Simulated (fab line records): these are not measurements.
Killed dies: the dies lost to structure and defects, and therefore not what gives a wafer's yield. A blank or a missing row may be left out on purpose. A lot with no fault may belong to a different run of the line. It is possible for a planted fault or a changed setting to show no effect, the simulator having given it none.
Comparing a struck lot with a sound one / flow gf180mcu / 17 out of 602 route steps
Sound: wafers L806.1, L806.3, L806.4. Struck: wafers L812.2, L812.4, L812.6. The cause is named last.
Order at every step that has rows: each side's tool, ch and its chambers, its first start. Under that, the readings that differ: sound wafers / struck wafers / difference of the means / sigmas: that difference in standard deviations of wafers without a fault.
alike: readings with means less than 2 such deviations apart, plus words and numbers identical on both sides. not compared: withheld readings, readings lacking a value on some wafer, bounds such as >300 that could conceal the same value, and numbers that have no deviation in the record and whose values overlap.
The two part at a step that has a row with sigmas, a row that says differs or no value, or rows on one side only. Numbers that have no deviation but don't overlap get no sigmas and don't part them. Lack of a reading on every wafer of one side parts them only where that side has two or more wafers.

GF_V2_BOW_MEAS_05:
  sound on filmMetro-01, day 19 04:40; struck on filmMetro-01, day 21 15:52
  alike: V2_BOW
then, 8 steps without rows for these wafers: GF_V2_DEHYDRATE_06 (time 60 s); GF_V2_HMDS_07 (prime time 60 s); GF_V2_COAT_08; GF_V2_COAT_09 (resist thk 1000 nm); GF_V2_SOFTBAKE_10 (time 60 s); GF_V2_EXPOSE_11 (exposes mask Via2, target cd 260 nm); GF_V2_PEB_12 (peb time 90 s); GF_V2_DEVELOP_13 (develop time 60 s).
GF_V2_CD_MEAS_14: the cd target is 260 nm.
  sound on cdSem-01, day 20 05:38; struck on cdSem-01, day 22 15:24
  alike: cdNm
GF_V2_OVL_MEAS_15:
  sound on overlay-02, day 20 05:46; struck on overlay-01, day 22 15:31
  alike: V2_OVL
GF_V2_ETCH_16: etches BARC in N2/H2.
  sound on rieDiel-03 ch 0,1,3, day 20 05:47; struck on rieDiel-03 ch 1,2,3, day 22 15:32
  alike: drypumpMotorCurrentA, h2FlowSccm, n2FlowSccm, oesProductAu, rfFwdPowerW, throttleValvePct
GF_V2_ETCH_17: etches SiO2 in C4F8/O2/Ar, stops on TiN, target depth 630 nm.
  sound on rieDiel-03 ch 0,1,3, day 20 05:00; struck on rieDiel-03 ch 1,2,3, day 22 15:00
reading=rfFwdPowerW (W); sound=1498 1494 1490; struck=1737 1734 1736; difference=+242; sigmas=+51
reading=model.TiN_of_M2_SPUTTER_04.thkNm (nm); sound=49.65 49.59 49; struck=47.5 47.21 48.09; difference=-1.8; sigmas=
  alike: oesProductAu
GF_V2_STRIP_18: strips in O2/N2.
  sound on plasmaAsher-03 ch 0,1, day 20 05:55; struck on plasmaAsher-04 ch 0,1, day 22 15:40
  alike: drypumpMotorCurrentA, heaterPowerW, n2FlowSccm, oesProductAu
  not compared: rfHoursCounterH
GF_V2_STRIP_19: strips in post etch residue remover, time 1200 s.
  sound on wetBench-04 ch 0, day 20 06:01; struck on wetBench-02 ch 1, day 22 15:46
reading=model.TiN_of_M2_SPUTTER_04.thkNm (nm); sound=49.24 49.17 48.59; struck=47.08 46.78 47.67; difference=-1.82; sigmas=
then, 1 step without rows for these wafers: GF_V2_CLEAN_20 (cleans in DIW).
GF_PASSIVATION_PROBE_99:
  rows exist in the record for the sound wafers here (prober-02, day 28 23:16), none for the struck ones

WHERE THEY PART
At GF_V2_ETCH_17 first; at GF_PASSIVATION_PROBE_99 last (within this record only).

WHY: whatever the simulator had introduced
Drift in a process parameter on rieDiel-03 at GF_V2_ETCH_17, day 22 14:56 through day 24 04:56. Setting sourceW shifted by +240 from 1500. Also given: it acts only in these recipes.
